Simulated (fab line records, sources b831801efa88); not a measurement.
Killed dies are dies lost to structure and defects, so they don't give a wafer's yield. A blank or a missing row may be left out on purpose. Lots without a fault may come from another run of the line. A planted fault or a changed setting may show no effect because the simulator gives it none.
One fault seen from 2 desks | flow sky130 | each desk has only its own numbers; what lay behind them comes last

THE TOOL OWNER'S DESK: pvd_sputter-03
The tool's own readings at SKY_METAL5_SPUTTER_00 (material Ti, target thk 15 nm, time 10 s): means of the sampled wafers that have a number, for each lot that ran on this tool. A lot is out of limits, marked OUT, if its mean lies more than 4 standard deviations from the usual mean; the brackets give that distance.
Columns: A = cathode_dc_power_W at SKY_METAL5_SPUTTER_00, usual 3000.1 W; B = throttle_valve_pct at SKY_METAL5_SPUTTER_00, usual 30.1 %
lot  | first seen here | A                        | B
L678 | day 43 10:03    | 3000.3                   | 30.7
L680 | day 44 02:40    | 3000.4                   | 30.4
L681 | day 44 08:32    | 3000.2                   | 30.3
L688 | day 46 01:36    | 2723.2 (-99 or more) OUT | 30.1
L690 | day 46 10:43    | 2724.1 (-99 or more) OUT | 30.1
This desk's finding: out of limits on L688, L690; first on L688, day 46 01:36 (cathode_dc_power_W at SKY_METAL5_SPUTTER_00). In limits: L678, L680, L681.

THE METROLOGY DESK
What the gauges read, lot by lot, whatever tool the lot ran on: means of the sampled wafers that have a number. A lot is out of limits, marked OUT, if its mean lies more than 4 standard deviations from the usual mean; the brackets give that distance.
Columns: A = CAP2M_OVL at SKY_CAP2M_OVL_MEAS_12, usual 0.2 nm
lot  | first seen here | A
L678 | day 41 07:12    | -0.8
L677 | day 41 10:56    | 0.9
L679 | day 41 20:10    | 0.0
L680 | day 42 01:07    | 1.1
L681 | day 42 07:08    | 0.2
L682 | day 42 09:20    | -1.2
L688 | day 44 02:08    | 0.2
L690 | day 44 12:42    | -0.4
L694 | day 45 17:43    | 0.6
L696 | day 45 22:07    | -0.0
L697 | day 46 05:05    | -0.1
L698 | day 46 18:10    | -0.6
This desk's finding: nothing out of limits on any of the 12 lots.

PUT TOGETHER
The tool owner's desk could have raised an alarm at day 46 01:36, on L688, L690.
The metrology desk saw nothing out of limits.
The metrology desk has L688, L690 on record, within its limits.
Of the lots named, all ran SKY_METAL5_SPUTTER_00 on pvd_sputter-03.

WHAT THE SIMULATOR HAD PUT IN
Process parameter drift: pvd_sputter-03, from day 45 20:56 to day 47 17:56, at SKY_METAL5_SPUTTER_00. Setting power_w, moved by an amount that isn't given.
Lots struck among those shown: L688, L690.
Hours from the fault's start to each desk's first reading out of limits: the tool owner's desk, 5.
